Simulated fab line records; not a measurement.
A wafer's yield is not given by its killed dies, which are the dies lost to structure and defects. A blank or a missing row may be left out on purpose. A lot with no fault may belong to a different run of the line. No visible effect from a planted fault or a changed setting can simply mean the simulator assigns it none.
fab line records -- flow sky130
record: lots: 24, wafers: 72, last-day: 50
route steps=708 shown CAPM@541 VIA3@588 METAL4@600 CAP2M@615
lots that met no fault: from a run of the same line without faults
start-h: hours from the record's first day to the start of the lot's first wafer shown -- wait-h: hours from the lot's prior step to this one -- " repeats the value in the row above -- L1.1+2: a single row standing in for several wafers -- - no value present, or no start provided -- * or withheld: withheld -- < > ~ a bound
route shown NAME@n: a module of which the file shows steps, and the number in the route of the first -- usual: mean/standard deviation taken from wafers without a fault -- same: alike in all rows -- chamber/n: place in a boat -- sites: per-site readings -- _std_site: the values' standard deviation -- _edge_site: the outer-site mean with the inner-site mean subtracted -- radius-mm: for every site, how far away it sits from the centre of the wafer -- mask NAME#n: copy n -- behind: the last tool/chamber to shape the wafer -- hold: cause of the lot's hold/its duration in hours/its outcome -- device: whichever transistor did not switch (one of n, p or np) -- end of line: at the end of the route, the tests of the same wafers -- step lacking rows: just its recipe -- killed: the dies lost at the first sort to structure and to defects; this is not the yield of the wafer -- map: the dies of a wafer, with x for killed, . for not killed, _ for no die there
set.NAME: the setting that was run; set.NAME@STEP: the one run at that earlier step -- model.NAME: the simulator's own value behind a step, which no gauge read
steps of the route over a sample of lots; a table a step, a row a wafer
services: from which hour (start-h, from the record's first day; less than 0 if before it) a tool's chamber was out of use, for how many hours, and why
== steps ==
step: SKY_CAPM_THK_MEAS_04
recipe: thk-meas-gauge: xrf, reads: TiN_of_CAPM_SPUTTER_02
usual: CAPM_TIN_THK: 198.1/2
lot.wafer,tool,chamber,start-h,wait-h,CAPM_TIN_THK[nm]
L074.2,film-metro-04,-,843.59,0.1,198.0
L074.4,film-metro-04,-,843.59,0.1,197.1
L074.5,film-metro-04,-,843.59,0.1,198.7
L075.1,film-metro-01,-,855.25,0.1,198.4
L075.2,film-metro-01,-,855.25,0.1,200.2
L075.3,film-metro-01,-,855.25,0.1,200.4
L076.1,film-metro-04,-,862.84,0.1,201.5
L076.5,film-metro-04,-,862.84,0.1,201.2
L076.6,film-metro-04,-,862.84,0.1,200.4
L077.1,film-metro-01,-,865.53,0.1,197.5
L077.2,film-metro-01,-,865.53,0.1,199.9
L077.5,film-metro-01,-,865.53,0.1,198.7
L078.3,film-metro-01,-,882.40,0.1,193.8
L078.5,film-metro-01,-,882.40,0.1,192.9
L078.6,film-metro-01,-,882.40,0.1,194.8
L079.1,film-metro-04,-,896.39,0.1,201.1
L079.3,film-metro-04,-,896.39,0.1,202.8
L079.4,film-metro-04,-,896.39,0.1,201.6
L081.2,film-metro-02,-,905.85,0.1,197.8
L081.4,film-metro-02,-,905.85,0.1,196.9
L081.5,film-metro-02,-,905.85,0.1,197.2
L080.2,film-metro-02,-,907.62,0.1,197.0
L080.3,film-metro-02,-,907.62,0.1,199.2
L080.4,film-metro-02,-,907.62,0.1,197.4
L082.1,film-metro-01,-,910.20,0.1,200.0
L082.2,film-metro-01,-,910.20,0.1,197.1
L082.4,film-metro-01,-,910.20,0.1,200.6
L083.2,film-metro-02,-,919.96,0.1,197.5
L083.4,film-metro-02,-,919.96,0.1,198.8
L083.6,film-metro-02,-,919.96,0.1,197.0
L085.2,film-metro-02,-,950.67,0.1,196.8
L085.3,film-metro-02,-,950.67,0.1,197.1
L085.6,film-metro-02,-,950.67,0.1,195.7
L086.1,film-metro-01,-,953.53,0.1,200.2
L086.3,film-metro-01,-,953.53,0.1,196.2
L086.5,film-metro-01,-,953.53,0.1,195.3
L084.4,film-metro-02,-,954.19,0.1,197.5
L084.5,film-metro-02,-,954.19,0.1,197.0
L084.6,film-metro-02,-,954.19,0.1,196.3
L087.1,film-metro-04,-,954.89,0.1,199.5
L087.2,film-metro-04,-,954.89,0.1,198.6
L087.4,film-metro-04,-,954.89,0.1,197.9
L088.2,film-metro-01,-,955.35,0.1,195.5
L088.3,film-metro-01,-,955.35,0.1,199.3
L088.5,film-metro-01,-,955.35,0.1,197.1
L089.1,film-metro-02,-,959.36,0.1,198.2
L089.3,film-metro-02,-,959.36,0.1,198.3
L089.6,film-metro-02,-,959.36,0.1,199.6
L090.1,film-metro-01,-,962.58,0.1,198.0
L090.2,film-metro-01,-,962.58,0.1,199.8
L090.5,film-metro-01,-,962.58,0.1,200.5
L091.2,film-metro-02,-,975.34,0.1,198.4
L091.4,film-metro-02,-,975.34,0.1,196.4
L091.5,film-metro-02,-,975.34,0.1,198.0
L092.3,film-metro-02,-,994.71,0.1,197.5
L092.4,film-metro-02,-,994.71,0.1,198.4
L092.5,film-metro-02,-,994.71,0.1,195.8
L093.1,film-metro-02,-,997.59,0.1,195.8
L093.4,film-metro-02,-,997.59,0.1,196.5
L093.5,film-metro-02,-,997.59,0.1,194.9
L094.3,film-metro-04,-,1000.59,0.1,198.3
L094.4,film-metro-04,-,1000.59,0.1,199.7
L094.6,film-metro-04,-,1000.59,0.1,198.8
L095.1,film-metro-02,-,1006.08,0.1,196.6
L095.2,film-metro-02,-,1006.08,0.1,198.1
L095.3,film-metro-02,-,1006.08,0.1,195.5
L096.2,film-metro-01,-,1012.05,0.1,196.8
L096.3,film-metro-01,-,1012.05,0.1,194.9
L096.4,film-metro-01,-,1012.05,0.1,194.5
L097.2,film-metro-02,-,1012.43,0.1,199.5
L097.5,film-metro-02,-,1012.43,0.1,197.8
L097.6,film-metro-02,-,1012.43,0.1,199.4
step: SKY_VIA3_ETCH_15
recipe: target: SiO2, chemistry: C4F8/O2/Ar, target-depth-nm: 507, stop-on: TiN, mask-material: KrF-thick, source-w: 1500, bias-w: 1200, pressure-mtorr: 40, c4f8-flow-sccm: withheld, O2_flow_sccm: 6, Ar_flow_sccm: 300, time-s: 78
usual: chamber-pressure-mTorr: 40.00/0.036, oes-product-au: 0.946/0.0042
same: time-s: 78
lot.wafer,tool,chamber,start-h,wait-h,chamber-pressure-mTorr,oes-product-au,rf-hours-counter-h
L074.2,rie-diel-03,1,922.80,0.0,40.05,0.953,13
L074.4,rie-diel-03,1,922.80,0.0,39.98,0.938,-
L074.5,rie-diel-03,3,922.80,0.0,40.02,0.955,-
L075.1,rie-diel-04,0,934.40,0.0,40.00,0.954,17
L075.2,rie-diel-04,3,934.40,0.0,39.95,0.951,16
L075.3,rie-diel-04,1,934.40,0.0,39.97,0.944,9
L076.1,rie-diel-03,0,939.95,0.0,40.00,0.944,7
L076.5,rie-diel-03,1,939.95,0.0,39.99,0.942,-
L076.6,rie-diel-03,0,939.95,0.0,40.01,0.945,-
L077.1,rie-diel-04,1,942.90,0.0,40.01,0.948,9
L077.2,rie-diel-04,0,942.90,0.0,40.04,0.949,17
L077.5,rie-diel-04,1,942.90,0.0,39.98,0.951,-
L078.3,rie-diel-01,1,959.15,0.0,39.99,0.945,10
L078.5,rie-diel-01,0,959.15,0.0,40.00,0.952,-
L078.6,rie-diel-01,2,959.15,0.0,39.98,0.954,-
L079.1,rie-diel-04,1,971.75,0.0,39.92,0.945,10
L079.3,rie-diel-04,3,971.75,0.0,40.03,0.944,17
L079.4,rie-diel-04,2,971.75,0.0,40.03,0.943,12
L081.2,rie-diel-01,2,980.10,0.0,39.99,0.946,4
L081.4,rie-diel-01,2,980.10,0.0,39.95,0.940,-
L081.5,rie-diel-01,0,980.10,0.0,40.04,0.943,-
L080.2,rie-diel-01,0,982.70,0.0,40.05,0.950,27
L080.3,rie-diel-01,2,982.70,0.0,39.97,0.950,5
L080.4,rie-diel-01,0,982.70,0.0,39.98,0.946,-
L082.1,rie-diel-04,1,986.30,0.0,40.07,0.946,10
L082.2,rie-diel-04,2,986.30,0.0,39.98,0.953,13
L082.4,rie-diel-04,0,986.30,0.0,40.03,0.945,19
L083.2,rie-diel-01,2,995.10,0.0,40.01,0.946,5
L083.4,rie-diel-01,0,995.10,0.0,39.96,0.945,-
L083.6,rie-diel-01,2,995.10,0.0,40.03,0.945,-
L085.2,rie-diel-04,3,1022.65,0.0,40.08,0.947,19
L085.3,rie-diel-04,2,1022.65,0.0,40.04,0.947,14
L085.6,rie-diel-04,0,1022.65,0.0,39.96,0.947,-
L086.1,rie-diel-01,1,1025.70,0.0,40.01,0.942,13
L086.3,rie-diel-01,0,1025.70,0.0,39.97,0.950,0
L086.5,rie-diel-01,3,1025.70,0.0,40.01,0.950,-
L084.4,rie-diel-04,0,1027.00,0.0,39.99,0.949,20
L084.5,rie-diel-04,3,1027.00,0.0,40.01,0.942,-
L084.6,rie-diel-04,0,1027.00,0.0,40.01,0.950,-
L087.1,rie-diel-03,0,1028.40,0.0,39.96,0.948,10
L087.2,rie-diel-03,1,1028.40,0.0,40.05,0.945,17
L087.4,rie-diel-03,2,1028.40,0.0,40.04,0.944,28
L088.2,rie-diel-01,0,1028.52,0.0,40.08,0.947,0
L088.3,rie-diel-01,1,1028.52,0.0,39.95,0.943,13
L088.5,rie-diel-01,2,1028.52,0.0,39.99,0.940,-
L089.1,rie-diel-04,3,1030.80,0.0,40.07,0.947,19
L089.3,rie-diel-04,2,1030.80,0.0,39.96,0.945,14
L089.6,rie-diel-04,2,1030.80,0.0,40.04,0.943,-
L090.1,rie-diel-04,1,1035.25,0.0,39.98,0.941,12
L090.2,rie-diel-04,3,1035.25,0.0,40.07,0.956,19
L090.5,rie-diel-04,3,1035.25,0.0,39.96,0.952,-
L091.2,rie-diel-04,3,1045.50,0.0,40.02,0.941,20
L091.4,rie-diel-04,1,1045.50,0.0,40.01,0.943,-
L091.5,rie-diel-04,2,1045.50,0.0,40.07,0.939,-
L092.3,rie-diel-03,2,1064.35,0.0,40.00,0.942,29
L092.4,rie-diel-03,0,1064.35,0.0,40.00,0.943,11
L092.5,rie-diel-03,0,1064.35,0.0,39.99,0.948,-
L093.1,rie-diel-04,3,1066.95,0.0,40.00,0.944,21
L093.4,rie-diel-04,1,1066.95,0.0,39.99,0.942,-
L093.5,rie-diel-04,2,1066.95,0.0,39.92,0.951,-
L094.3,rie-diel-04,2,1069.70,0.0,39.95,0.942,16
L094.4,rie-diel-04,3,1069.70,0.0,39.97,0.950,-
L094.6,rie-diel-04,1,1069.70,0.0,39.95,0.954,-
L095.1,rie-diel-04,2,1073.80,0.0,39.97,0.944,16
L095.2,rie-diel-04,3,1073.80,0.0,39.99,0.944,21
L095.3,rie-diel-04,1,1073.80,0.0,40.01,0.942,13
L096.2,rie-diel-01,1,1080.20,0.0,40.04,0.946,14
L096.3,rie-diel-01,2,1080.20,0.0,40.05,0.952,8
L096.4,rie-diel-01,0,1080.20,0.0,39.97,0.952,2
L097.2,rie-diel-04,2,1080.62,0.0,40.05,0.943,17
L097.5,rie-diel-04,3,1080.62,0.0,40.03,0.941,-
L097.6,rie-diel-04,1,1080.62,0.0,40.04,0.947,-
step: SKY_VIA3_CVD_21
recipe: material: W, target-thk-nm: 390, time-s: 117.31, temp-c: 400, pressure-torr: 40
usual: heater-power-w: 822/97
same: time-s: 117.31
lot.wafer,tool,chamber,start-h,wait-h,heater-power-w
L074.2,cvd-w-01,1,923.51,0.0,674
L074.4,cvd-w-01,0,923.51,0.0,965
L074.5,cvd-w-01,0,923.51,0.0,950
L075.1,cvd-w-01,1,935.15,0.0,714
L075.2,cvd-w-01,0,935.15,0.0,927
L075.3,cvd-w-01,1,935.15,0.0,690
L076.1,cvd-w-01,1,940.67,0.0,699
L076.5,cvd-w-01,0,940.67,0.0,963
L076.6,cvd-w-01,1,940.67,0.0,688
L077.1,cvd-w-01,1,943.62,0.0,709
L077.2,cvd-w-01,0,943.62,0.0,943
L077.5,cvd-w-01,0,943.62,0.0,962
L078.3,cvd-w-01,0,959.93,0.1,955
L078.5,cvd-w-01,1,959.93,0.1,707
L078.6,cvd-w-01,0,959.93,0.1,957
L079.1,cvd-w-01,0,972.48,0.0,963
L079.3,cvd-w-01,1,972.48,0.0,692
L079.4,cvd-w-01,0,972.48,0.0,947
L081.2,cvd-w-02,0,980.85,0.0,766
L081.4,cvd-w-02,1,980.85,0.0,848
L081.5,cvd-w-02,0,980.85,0.0,780
L080.2,cvd-w-01,1,983.46,0.0,697
L080.3,cvd-w-01,1,983.46,0.0,694
L080.4,cvd-w-01,0,983.46,0.0,966
L082.1,cvd-w-01,0,987.10,0.0,984
L082.2,cvd-w-01,1,987.10,0.0,694
L082.4,cvd-w-01,1,987.10,0.0,699
L083.2,cvd-w-02,0,995.86,0.0,788
L083.4,cvd-w-02,1,995.86,0.0,877
L083.6,cvd-w-02,0,995.86,0.0,803
L085.2,cvd-w-01,1,1023.37,0.0,707
L085.3,cvd-w-01,1,1023.37,0.0,691
L085.6,cvd-w-01,0,1023.37,0.0,964
L086.1,cvd-w-02,0,1026.53,0.0,766
L086.3,cvd-w-02,0,1026.53,0.0,769
L086.5,cvd-w-02,1,1026.53,0.0,816
L084.4,cvd-w-01,0,1027.84,0.1,956
L084.5,cvd-w-01,1,1027.84,0.1,705
L084.6,cvd-w-01,0,1027.84,0.1,975
L087.1,cvd-w-02,0,1029.13,0.0,784
L087.2,cvd-w-02,1,1029.13,0.0,852
L087.4,cvd-w-02,1,1029.13,0.0,858
L088.2,cvd-w-01,1,1029.58,0.0,704
L088.3,cvd-w-01,0,1029.58,0.0,949
L088.5,cvd-w-01,0,1029.58,0.0,990
L089.1,cvd-w-02,1,1031.55,0.0,851
L089.3,cvd-w-02,1,1031.55,0.0,850
L089.6,cvd-w-02,1,1031.55,0.0,835
L090.1,cvd-w-02,1,1036.02,0.0,830
L090.2,cvd-w-02,0,1036.02,0.0,783
L090.5,cvd-w-02,0,1036.02,0.0,781
L091.2,cvd-w-02,0,1046.56,0.0,768
L091.4,cvd-w-02,0,1046.56,0.0,791
L091.5,cvd-w-02,0,1046.56,0.0,791
L092.3,cvd-w-02,1,1065.14,0.1,829
L092.4,cvd-w-02,0,1065.14,0.1,787
L092.5,cvd-w-02,0,1065.14,0.1,807
L093.1,cvd-w-02,0,1067.66,0.0,776
L093.4,cvd-w-02,1,1067.66,0.0,857
L093.5,cvd-w-02,0,1067.66,0.0,785
L094.3,cvd-w-02,0,1070.45,0.1,779
L094.4,cvd-w-02,1,1070.45,0.1,849
L094.6,cvd-w-02,0,1070.45,0.1,791
L095.1,cvd-w-02,0,1074.51,0.0,780
L095.2,cvd-w-02,1,1074.51,0.0,857
L095.3,cvd-w-02,0,1074.51,0.0,777
L096.2,cvd-w-02,1,1080.91,0.0,837
L096.3,cvd-w-02,1,1080.91,0.0,821
L096.4,cvd-w-02,0,1080.91,0.0,773
L097.2,cvd-w-01,1,1081.33,0.0,694
L097.5,cvd-w-01,1,1081.33,0.0,707
L097.6,cvd-w-01,0,1081.33,0.0,973
step: SKY_VIA3_CMP_24
recipe: stop-on: SiO2, t-overpolish-s: 20, down-force-psi: 3.5, platen-rpm: 60, target-thk-nm: 0, pad-velocity-m-s: 0.94248
usual: motor-current-A: 11.0/1.1, overpolish-run-s: 20.000/0.0084, retaining-ring-pressure-frac: 1.000/0.0047, slurry-flow-ml-min: 150.0/0.49, time-to-endpoint-s: 97/3.3
lot.wafer,tool,chamber,start-h,wait-h,motor-current-A,overpolish-run-s,retaining-ring-pressure-frac,slurry-flow-ml-min,time-to-endpoint-s
L074.2,cmp-01,3,923.89,0.1,11.9,20.003,1.002,149.3,99
L074.4,cmp-01,0,923.89,0.1,10.3,20.009,1.003,149.2,103
L074.5,cmp-01,2,923.89,0.1,12.6,20.003,1.000,148.8,99
L075.3,cmp-01,2,935.45,0.0,11.8,19.989,1.000,150.8,101
L075.1,cmp-01,3,935.45,0.0,11.4,20.022,1.006,149.6,101
L075.2,cmp-01,0,935.45,0.0,10.9,19.998,0.989,149.7,105
L076.1,cmp-01,3,941.12,0.2,11.8,19.977,1.002,149.7,97
L076.6,cmp-01,0,941.12,0.2,10.0,20.012,0.995,150.1,98
L076.5,cmp-01,1,941.12,0.2,10.9,20.012,0.998,148.6,100
L077.1,cmp-01,0,943.97,0.1,10.6,19.998,1.002,149.4,100
L077.2,cmp-01,1,943.97,0.1,11.2,20.010,0.989,149.1,98
L077.5,cmp-01,0,943.97,0.1,9.9,19.998,0.999,150.2,98
L078.3,cmp-01,3,960.20,0.0,11.7,20.000,0.991,150.1,97
L078.6,cmp-01,3,960.20,0.0,11.7,20.004,1.000,150.3,100
L078.5,cmp-01,0,960.20,0.0,11.2,20.010,0.994,150.8,99
L079.4,cmp-02,3,972.79,0.0,12.2,19.992,1.008,150.3,97
L079.1,cmp-02,0,972.79,0.0,9.5,20.003,0.993,150.0,95
L079.3,cmp-02,1,972.79,0.0,10.6,19.985,0.997,149.8,96
L081.2,cmp-01,1,981.15,0.0,10.3,20.006,1.003,149.6,91
L081.4,cmp-01,2,981.15,0.0,12.0,20.002,0.997,149.7,92
L081.5,cmp-01,1,981.15,0.0,10.2,20.006,1.004,150.4,94
L080.3,cmp-02,0,983.81,0.1,9.1,19.986,1.002,149.4,94
L080.2,cmp-02,1,983.81,0.1,10.1,19.996,0.997,149.8,93
L080.4,cmp-02,2,983.81,0.1,10.8,19.997,1.004,150.5,92
L082.4,cmp-02,2,987.45,0.1,11.0,20.006,0.997,149.8,95
L082.2,cmp-02,3,987.45,0.1,12.2,20.015,0.999,150.4,98
L082.1,cmp-02,0,987.45,0.1,9.3,19.983,1.009,150.3,99
L083.2,cmp-01,2,996.21,0.1,12.0,19.995,1.001,150.2,92
L083.4,cmp-01,3,996.21,0.1,12.1,20.005,1.002,149.7,91
L083.6,cmp-01,2,996.21,0.1,12.9,20.007,1.001,150.1,91
L085.3,cmp-01,2,1023.67,0.0,12.4,20.005,1.013,150.0,90
L085.2,cmp-01,0,1023.67,0.0,10.4,19.992,0.992,149.2,93
L085.6,cmp-01,3,1023.67,0.0,11.3,19.992,1.004,150.3,93
L086.1,cmp-02,0,1026.84,0.1,9.2,20.005,0.998,149.7,97
L086.3,cmp-02,2,1026.84,0.1,11.2,19.990,1.001,151.1,95
L086.5,cmp-02,0,1026.84,0.1,9.2,19.990,1.002,150.1,102
L084.4,cmp-02,3,1028.20,0.1,12.2,20.006,1.003,149.7,101
L084.5,cmp-02,1,1028.20,0.1,10.8,20.007,1.011,149.6,104
L084.6,cmp-02,2,1028.20,0.1,11.6,20.005,1.005,150.1,97
L087.4,cmp-02,1,1029.43,0.0,11.0,19.981,1.005,150.1,96
L087.1,cmp-02,2,1029.43,0.0,11.1,19.997,1.003,149.4,94
L087.2,cmp-02,3,1029.43,0.0,12.0,20.011,0.999,150.1,100
L088.2,cmp-02,3,1029.94,0.1,12.3,20.008,0.999,149.7,100
L088.3,cmp-02,1,1029.94,0.1,11.1,19.989,1.005,149.1,100
L088.5,cmp-02,3,1029.94,0.1,12.6,19.990,0.998,150.1,96
L089.3,cmp-01,1,1031.86,0.0,10.8,20.009,1.001,148.9,99
L089.1,cmp-01,0,1031.86,0.0,10.2,19.999,1.005,149.5,97
L089.6,cmp-01,1,1031.86,0.0,11.0,19.985,1.004,149.8,93
L090.2,cmp-02,2,1036.42,0.1,11.2,20.005,1.000,150.1,92
L090.1,cmp-02,3,1036.42,0.1,12.3,20.004,1.001,150.7,97
L090.5,cmp-02,0,1036.42,0.1,9.1,19.987,0.994,151.0,92
L091.2,cmp-01,0,1046.87,0.0,10.4,19.999,1.004,148.9,97
L091.4,cmp-01,2,1046.87,0.0,13.2,19.993,0.999,149.7,96
L091.5,cmp-01,1,1046.87,0.0,10.7,20.006,0.995,150.1,94
L092.3,cmp-02,2,1065.45,0.1,10.5,20.012,0.998,149.7,93
L092.4,cmp-02,3,1065.45,0.1,11.9,20.002,1.004,150.3,97
L092.5,cmp-02,1,1065.45,0.1,10.2,19.999,0.993,149.6,98
L093.4,cmp-01,1,1068.07,0.1,10.7,20.008,0.995,150.4,101
L093.1,cmp-01,2,1068.07,0.1,13.2,19.996,1.002,149.9,98
L093.5,cmp-01,0,1068.07,0.1,10.3,19.998,0.994,150.4,101
L094.3,cmp-02,1,1070.77,0.1,10.5,20.018,0.999,149.5,97
L094.4,cmp-02,2,1070.77,0.1,10.7,20.001,1.003,149.2,92
L094.6,cmp-02,0,1070.77,0.1,9.2,20.001,0.996,150.7,91
L095.3,cmp-01,0,1074.82,0.0,10.3,20.007,0.997,150.3,99
L095.1,cmp-01,1,1074.82,0.0,10.6,20.001,0.998,150.2,96
L095.2,cmp-01,3,1074.82,0.0,11.7,20.005,1.006,149.9,96
L096.3,cmp-02,3,1081.22,0.0,12.1,19.999,0.995,149.9,97
L096.2,cmp-02,1,1081.22,0.0,10.6,19.994,0.999,150.5,96
L096.4,cmp-02,2,1081.22,0.0,11.3,19.981,1.004,149.1,94
L097.2,cmp-01,1,1081.69,0.1,11.3,20.005,1.003,150.3,94
L097.5,cmp-01,0,1081.69,0.1,9.8,19.997,0.996,150.3,98
L097.6,cmp-01,1,1081.69,0.1,10.1,19.996,1.006,151.1,97
step: SKY_METAL4_SPUTTER_02
recipe: material: AlCu, target-thk-nm: 735, power-w: 10600, time-s: 39.1, chamber-pressure-pa: 0.4
usual: throttle-valve-pct: 30.3/0.86
same: time-s: 39.1
lot.wafer,tool,chamber,start-h,wait-h,throttle-valve-pct
L074.2,pvd-sputter-02,-,924.19,0.0,29.7
L074.4,pvd-sputter-02,-,924.19,0.0,30.7
L074.5,pvd-sputter-02,-,924.19,0.0,29.7
L075.1,pvd-sputter-03,-,935.80,0.0,30.5
L075.2,pvd-sputter-03,-,935.80,0.0,29.4
L075.3,pvd-sputter-03,-,935.80,0.0,30.8
L076.1,pvd-sputter-03,-,941.32,0.0,30.9
L076.5,pvd-sputter-03,-,941.32,0.0,30.5
L076.6,pvd-sputter-03,-,941.32,0.0,30.9
L077.1,pvd-sputter-03,-,944.27,0.0,30.8
L077.2,pvd-sputter-03,-,944.27,0.0,30.2
L077.5,pvd-sputter-03,-,944.27,0.0,29.3
L078.3,pvd-sputter-04,-,960.54,0.0,30.4
L078.5,pvd-sputter-04,-,960.54,0.0,30.5
L078.6,pvd-sputter-04,-,960.54,0.0,31.4
L079.1,pvd-sputter-03,-,973.13,0.0,30.3
L079.3,pvd-sputter-03,-,973.13,0.0,30.3
L079.4,pvd-sputter-03,-,973.13,0.0,30.4
L081.2,pvd-sputter-04,-,981.50,0.0,31.3
L081.4,pvd-sputter-04,-,981.50,0.0,28.3
L081.5,pvd-sputter-04,-,981.50,0.0,31.6
L080.2,pvd-sputter-04,-,984.11,0.0,28.1
L080.3,pvd-sputter-04,-,984.11,0.0,31.4
L080.4,pvd-sputter-04,-,984.11,0.0,30.3
L082.1,pvd-sputter-03,-,987.75,0.0,29.1
L082.2,pvd-sputter-03,-,987.75,0.0,30.6
L082.4,pvd-sputter-03,-,987.75,0.0,30.7
L083.2,pvd-sputter-02,-,996.51,0.0,30.8
L083.4,pvd-sputter-02,-,996.51,0.0,29.8
L083.6,pvd-sputter-02,-,996.51,0.0,29.8
L085.2,pvd-sputter-03,-,1024.02,0.0,29.3
L085.3,pvd-sputter-03,-,1024.02,0.0,29.9
L085.6,pvd-sputter-03,-,1024.02,0.0,29.0
L086.1,pvd-sputter-03,-,1027.19,0.0,30.2
L086.3,pvd-sputter-03,-,1027.19,0.0,30.1
L086.5,pvd-sputter-03,-,1027.19,0.0,30.6
L084.4,pvd-sputter-03,-,1028.47,0.0,30.2
L084.5,pvd-sputter-03,-,1028.47,0.0,30.6
L084.6,pvd-sputter-03,-,1028.47,0.0,29.6
L087.1,pvd-sputter-03,-,1029.78,0.0,30.5
L087.2,pvd-sputter-03,-,1029.78,0.0,29.2
L087.4,pvd-sputter-03,-,1029.78,0.0,29.3
L088.2,pvd-sputter-02,-,1030.23,0.0,30.8
L088.3,pvd-sputter-02,-,1030.23,0.0,29.7
L088.5,pvd-sputter-02,-,1030.23,0.0,29.7
L089.1,pvd-sputter-03,-,1032.20,0.0,30.5
L089.3,pvd-sputter-03,-,1032.20,0.0,30.2
L089.6,pvd-sputter-03,-,1032.20,0.0,30.2
L090.1,pvd-sputter-02,-,1036.67,0.0,29.7
L090.2,pvd-sputter-02,-,1036.67,0.0,31.4
L090.5,pvd-sputter-02,-,1036.67,0.0,31.5
L091.2,pvd-sputter-03,-,1047.22,0.0,30.0
L091.4,pvd-sputter-03,-,1047.22,0.0,30.7
L091.5,pvd-sputter-03,-,1047.22,0.0,29.9
L092.3,pvd-sputter-04,-,1065.75,0.0,28.2
L092.4,pvd-sputter-04,-,1065.75,0.0,30.2
L092.5,pvd-sputter-04,-,1065.75,0.0,28.2
L093.1,pvd-sputter-02,-,1068.31,0.0,31.4
L093.4,pvd-sputter-02,-,1068.31,0.0,30.7
L093.5,pvd-sputter-02,-,1068.31,0.0,30.6
L094.3,pvd-sputter-04,-,1071.06,0.0,30.9
L094.4,pvd-sputter-04,-,1071.06,0.0,30.6
L094.6,pvd-sputter-04,-,1071.06,0.0,30.7
L095.1,pvd-sputter-04,-,1075.16,0.0,30.3
L095.2,pvd-sputter-04,-,1075.16,0.0,31.4
L095.3,pvd-sputter-04,-,1075.16,0.0,31.0
L096.2,pvd-sputter-02,-,1081.56,0.0,30.9
L096.3,pvd-sputter-02,-,1081.56,0.0,30.9
L096.4,pvd-sputter-02,-,1081.56,0.0,29.8
L097.2,pvd-sputter-04,-,1081.98,0.0,30.8
L097.5,pvd-sputter-04,-,1081.98,0.0,30.6
L097.6,pvd-sputter-04,-,1081.98,0.0,31.5
step: SKY_CAP2M_OVL_MEAS_12
usual: CAP2M_OVL: 0.7/1.2
lot.wafer,tool,chamber,start-h,wait-h,CAP2M_OVL[nm]
L074.2,overlay-02,-,949.31,0.1,-3.2
L074.4,overlay-02,-,949.31,0.1,-0.4
L074.5,overlay-02,-,949.31,0.1,-1.1
L075.1,overlay-01,-,960.30,0.1,0.4
L075.2,overlay-01,-,960.30,0.1,0.6
L075.3,overlay-01,-,960.30,0.1,-0.2
L076.1,overlay-02,-,965.50,0.1,2.4
L076.5,overlay-02,-,965.50,0.1,1.4
L076.6,overlay-02,-,965.50,0.1,2.0
L077.1,overlay-01,-,968.90,0.1,2.5
L077.2,overlay-01,-,968.90,0.1,2.1
L077.5,overlay-01,-,968.90,0.1,0.8
L078.3,overlay-02,-,983.86,0.1,-0.6
L078.5,overlay-02,-,983.86,0.1,1.7
L078.6,overlay-02,-,983.86,0.1,-0.5
L079.1,overlay-02,-,996.00,0.1,1.9
L079.3,overlay-02,-,996.00,0.1,2.3
L079.4,overlay-02,-,996.00,0.1,1.1
L081.2,overlay-02,-,1004.66,0.1,-0.3
L081.4,overlay-02,-,1004.66,0.1,2.5
L081.5,overlay-02,-,1004.66,0.1,0.2
L080.2,overlay-02,-,1007.46,0.1,-1.7
L080.3,overlay-02,-,1007.46,0.1,-2.4
L080.4,overlay-02,-,1007.46,0.1,-1.4
L082.1,overlay-01,-,1010.75,0.1,0.3
L082.2,overlay-01,-,1010.75,0.1,0.8
L082.4,overlay-01,-,1010.75,0.1,0.4
L083.2,overlay-01,-,1020.52,0.1,1.2
L083.4,overlay-01,-,1020.52,0.1,1.3
L083.6,overlay-01,-,1020.52,0.1,2.3
L085.2,overlay-02,-,1047.02,0.1,-1.1
L085.3,overlay-02,-,1047.02,0.1,-0.8
L085.6,overlay-02,-,1047.02,0.1,-0.8
L086.1,overlay-01,-,1049.50,0.1,1.6
L086.3,overlay-01,-,1049.50,0.1,1.2
L086.5,overlay-01,-,1049.50,0.1,0.1
L084.4,overlay-01,-,1050.62,0.1,-0.5
L084.5,overlay-01,-,1050.62,0.1,3.0
L084.6,overlay-01,-,1050.62,0.1,2.1
L087.1,overlay-02,-,1052.40,0.1,0.8
L087.2,overlay-02,-,1052.40,0.1,0.7
L087.4,overlay-02,-,1052.40,0.1,1.6
L088.2,overlay-01,-,1052.71,0.1,2.0
L088.3,overlay-01,-,1052.71,0.1,1.1
L088.5,overlay-01,-,1052.71,0.1,0.8
L089.1,overlay-02,-,1054.10,0.1,2.8
L089.3,overlay-02,-,1054.10,0.1,1.7
L089.6,overlay-02,-,1054.10,0.1,1.6
L090.1,overlay-02,-,1058.96,0.1,1.1
L090.2,overlay-02,-,1058.96,0.1,1.1
L090.5,overlay-02,-,1058.96,0.1,0.6
L091.2,overlay-01,-,1074.26,0.1,0.3
L091.4,overlay-01,-,1074.26,0.1,1.0
L091.5,overlay-01,-,1074.26,0.1,0.7
L092.3,overlay-01,-,1086.01,0.1,0.8
L092.4,overlay-01,-,1086.01,0.1,1.5
L092.5,overlay-01,-,1086.01,0.1,-0.3
L093.1,overlay-01,-,1089.05,0.1,-1.5
L093.4,overlay-01,-,1089.05,0.1,-0.9
L093.5,overlay-01,-,1089.05,0.1,-0.4
L094.3,overlay-02,-,1091.32,0.1,-0.1
L094.4,overlay-02,-,1091.32,0.1,0.4
L094.6,overlay-02,-,1091.32,0.1,1.0
L095.1,overlay-01,-,1095.75,0.1,1.2
L095.2,overlay-01,-,1095.75,0.1,3.0
L095.3,overlay-01,-,1095.75,0.1,2.0
L096.2,overlay-01,-,1102.01,0.1,-0.5
L096.3,overlay-01,-,1102.01,0.1,0.0
L096.4,overlay-01,-,1102.01,0.1,2.1
L097.2,overlay-01,-,1102.37,0.1,0.1
L097.5,overlay-01,-,1102.37,0.1,1.1
L097.6,overlay-01,-,1102.37,0.1,0.5
== services ==
tool,chamber,start-h,hours,kind
cmp-02,-,902.09,2.6,repair
cvd-w-02,-,904.00,14.0,pm
pvd-sputter-03,-,906.00,1.7,repair
cmp-02,-,912.00,4.0,pm
rie-diel-03,2,916.90,12.2,repair
pvd-sputter-02,-,919.41,1.2,repair
pvd-sputter-03,-,926.15,2.6,repair
cmp-01,-,942.26,0.4,repair
rie-diel-04,2,948.52,5.1,repair
cvd-w-01,-,951.64,0.8,repair
rie-diel-04,2,960.83,3.8,repair
rie-diel-01,1,971.52,6.7,repair
pvd-sputter-03,-,975.28,2.0,repair
cmp-01,-,995.22,0.8,repair
cvd-w-02,-,996.80,0.5,repair
rie-diel-04,3,1013.03,8.6,repair
cmp-02,-,1015.25,3.9,pm
rie-diel-03,1,1020.44,5.5,repair
rie-diel-04,0,1027.47,103.4,repair
cvd-w-01,-,1052.98,0.6,repair
pvd-sputter-03,-,1056.00,2.7,repair
rie-diel-01,-,1065.05,14.6,pm
pvd-sputter-03,-,1070.50,10.9,repair
pvd-sputter-03,-,1075.30,4.4,repair
== key ==
fault none
